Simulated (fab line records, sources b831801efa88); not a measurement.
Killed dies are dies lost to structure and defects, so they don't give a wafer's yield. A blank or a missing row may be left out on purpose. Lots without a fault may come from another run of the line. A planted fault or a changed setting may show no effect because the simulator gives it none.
Chamber matching | flow sky130 | SKY_SPACER_ETCHBACK_02 on rie_diel-02: 4 sister chambers
The step etches Si3N4 in CH3F/O2, stops on SiO2, time 46.7 s, target depth 45 nm. 14 wafers are shown with their chamber, then 7 later ones without.

WAFERS WITH THEIR CHAMBER
wafer  | chamber | throttle_valve_pct (%) | oes_product_au (a.u.)
L366.3 | 3       | 10.562                 | 0.852
L366.4 | 0       | 10.570                 | 0.849
L366.5 | 2       | 10.554                 | 0.867
L371.1 | 0       | 10.555                 | 0.852
L371.3 | 2       | 10.554                 | 0.859
L371.6 | 3       | 10.551                 | 0.863
L382.1 | 3       | 10.571                 | 0.855
L382.3 | 2       | 10.545                 | 0.847
L382.6 | 2       | 10.548                 | 0.855
L385.2 | 0       | 10.561                 | 0.852
L385.3 | 3       | 10.589                 | 0.862
L385.6 | 0       | 10.574                 | 0.853
L387.2 | 2       | 10.550                 | 0.878
L387.4 | 1       | 10.553                 | 0.859

SIGNATURES (means of the wafers above)
reading            | chamber 0 | chamber 1 | chamber 2 | chamber 3 | scatter within a chamber
throttle_valve_pct | 10.56500  | 10.55300  | 10.55020  | 10.56825  | 0.0103
oes_product_au     | 0.85150   | 0.85900   | 0.86120   | 0.85800   | 0.0081
Rule: a wafer's distance from a chamber is the root of the sum, over the readings, of the square of ((its reading less the chamber's mean) divided by the reading's scatter). The wafer belongs to the nearest chamber; if the next one is less than 2 further off, it can't be placed. The scatter: the root of (the sum of the squares of (reading less its chamber's mean) over the shown wafers, divided by (wafers less chambers)).

WAFERS WITHOUT THEIR CHAMBER
wafer  | throttle_valve_pct (%) | oes_product_au (a.u.)
L387.5 | 10.587                 | 0.872
L388.3 | 10.564                 | 0.852
L388.4 | 10.576                 | 0.857
L388.5 | 10.552                 | 0.869
L389.1 | 10.557                 | 0.852
L389.3 | 10.570                 | 0.848
L389.5 | 10.564                 | 0.853

WHICH CHAMBER EACH WENT THROUGH
wafer  | from the rows above               | in truth
L387.5 | can't be placed: 3 or 0 or 1 or 2 | 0
L388.3 | can't be placed: 0 or 3 or 1 or 2 | 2
L388.4 | can't be placed: 3 or 0 or 1 or 2 | 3
L388.5 | can't be placed: 2 or 1 or 3 or 0 | 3
L389.1 | can't be placed: 0 or 1 or 2 or 3 | 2
L389.3 | can't be placed: 0 or 3 or 1 or 2 | 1
L389.5 | can't be placed: 0 or 3 or 1 or 2 | 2
Placed correctly: 0 of 7. Can't be placed from these rows: 7 (the true chamber is among the candidates in 7). Placed wrongly: 0.
